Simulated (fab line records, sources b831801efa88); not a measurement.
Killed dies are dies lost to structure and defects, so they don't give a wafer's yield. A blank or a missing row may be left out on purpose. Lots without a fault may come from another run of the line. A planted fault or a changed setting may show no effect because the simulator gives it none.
Tool commonality check | flow gf180mcu | 13 lots, 39 wafers sampled

WHY IT WAS OPENED
At GF_DNWELL_TW_MEAS_09 the reading DNWELL_TW is flagged on 1 of 13 lots. Wafers without a fault read 1348, standard deviation 21.
Rule: a lot is flagged when every wafer of it that has a number lies more than 4 standard deviations from that mean, or none has a number. The other lots count as sound.

lot  | measured    | on            | DNWELL_TW, wafer by wafer | flag
L305 | day 3 00:56 | film_metro-02 | 1366 1360 1361            |
L306 | day 3 05:16 | film_metro-03 | 1348 1341 1343            |
L307 | day 3 09:47 | film_metro-03 | 1332 1346 1340            |
L311 | day 4 09:08 | film_metro-02 | 1359 1357 1355            |
L312 | day 4 14:22 | film_metro-02 | 31 31 31                  | FLAGGED
L313 | day 4 19:26 | film_metro-02 | 1345 1350 1355            |
L317 | day 5 15:22 | film_metro-02 | 1374 1381 1368            |
L321 | day 6 13:22 | film_metro-01 | 1309 1311 1314            |
L322 | day 6 19:17 | film_metro-01 | 1326 1319 1321            |
L323 | day 7 00:04 | film_metro-01 | 1321 1327 1321            |
L324 | day 7 06:44 | film_metro-02 | 1363 1364 1359            |
L325 | day 7 11:47 | film_metro-03 | 1344 1347 1343            |
L326 | day 7 15:44 | film_metro-01 | 1337 1344 1337            |
The numbers of the flagged lots are 31 on average: -1317 against the usual, or -63 standard deviations.

WHICH TOOL RAN EACH LOT
The record holds 2 process steps before the reading, out of a route of 602 steps. In each cell: the tool, then ch and the chambers that the sampled wafers went through, then the start.
lot  | flag    | GF_STI_CMP_25                | GF_DNWELL_EXPOSE_04
L305 |         | cmp-02 ch 0,2,3, day 2 08:53 | iline_stepper-01 ch 0, day 2 18:32
L306 |         | cmp-02 ch 0,1,2, day 2 13:57 | iline_stepper-01 ch 0, day 2 23:10
L307 |         | cmp-01 ch 1,3, day 2 18:41   | iline_stepper-02 ch 0, day 3 03:38
L311 |         | cmp-01 ch 0,1,2, day 3 16:38 | iline_stepper-01 ch 0, day 4 02:33
L312 | FLAGGED | cmp-01 ch 0,1,2, day 3 22:46 | iline_stepper-01 ch 0, day 4 07:37
L313 |         | cmp-02 ch 1,2,3, day 4 02:19 | iline_stepper-01 ch 0, day 4 12:39
L317 |         | cmp-02 ch 1,2, day 4 22:34   | iline_stepper-01 ch 0, day 5 08:02
L321 |         | cmp-02 ch 1,2,3, day 5 19:43 | iline_stepper-02 ch 0, day 6 06:06
L322 |         | cmp-02 ch 1,2, day 6 01:42   | iline_stepper-01 ch 0, day 6 11:52
L323 |         | cmp-01 ch 1,2,3, day 6 06:00 | iline_stepper-02 ch 0, day 6 15:37
L324 |         | cmp-02 ch 0,2, day 6 12:25   | iline_stepper-02 ch 0, day 6 22:47
L325 |         | cmp-02 ch 0,1,2, day 6 17:56 | iline_stepper-02 ch 0, day 7 03:57
L326 |         | cmp-01 ch 0,3, day 6 21:40   | iline_stepper-02 ch 0, day 7 07:47
What these steps do:
- GF_STI_CMP_25: polishes, stops on Si3N4, t overpolish 33 s, target thk 524.6 nm.
- GF_DNWELL_EXPOSE_04: exposes mask DNWELL, target cd 1700 nm.
- GF_DNWELL_TW_MEAS_09

FLAGGED OVER TOTAL, TOOL BY TOOL (the gauges that took the reading come last)
step                 | tool             | lots run | flagged | share of the flagged lots | sound lots run after its first flagged lot
GF_STI_CMP_25        | cmp-01           | 5        | 1       | all                       | 2 (L323,L326)
GF_STI_CMP_25        | cmp-02           | 8        | 0       | none                      | -
GF_DNWELL_EXPOSE_04  | iline_stepper-01 | 7        | 1       | all                       | 3 (L313,L317,L322)
GF_DNWELL_EXPOSE_04  | iline_stepper-02 | 6        | 0       | none                      | -
GF_DNWELL_TW_MEAS_09 | film_metro-01    | 4        | 0       | none                      | -
GF_DNWELL_TW_MEAS_09 | film_metro-02    | 6        | 1       | all                       | 3 (L313,L317,L324)
GF_DNWELL_TW_MEAS_09 | film_metro-03    | 3        | 0       | none                      | -

WHAT THE TABLE ALLOWS
3 rows of the table ran every flagged lot: cmp-01 at GF_STI_CMP_25, iline_stepper-01 at GF_DNWELL_EXPOSE_04, film_metro-02 at GF_DNWELL_TW_MEAS_09.
- cmp-01 at GF_STI_CMP_25: 1 of its 5 lots flagged. Sound lots ran on it after the first flagged one (L323, L326), which a lasting fault on the whole tool wouldn't allow.
- iline_stepper-01 at GF_DNWELL_EXPOSE_04: 1 of its 7 lots flagged. Sound lots ran on it after the first flagged one (L313, L317, L322), which a lasting fault on the whole tool wouldn't allow.
- film_metro-02 at GF_DNWELL_TW_MEAS_09: 1 of its 6 lots flagged. Sound lots ran on it after the first flagged one (L313, L317, L324), which a lasting fault on the whole tool wouldn't allow.
No row of the table ran every flagged lot and no sound lot after the first.

WHAT THE SIMULATOR HAD PUT IN
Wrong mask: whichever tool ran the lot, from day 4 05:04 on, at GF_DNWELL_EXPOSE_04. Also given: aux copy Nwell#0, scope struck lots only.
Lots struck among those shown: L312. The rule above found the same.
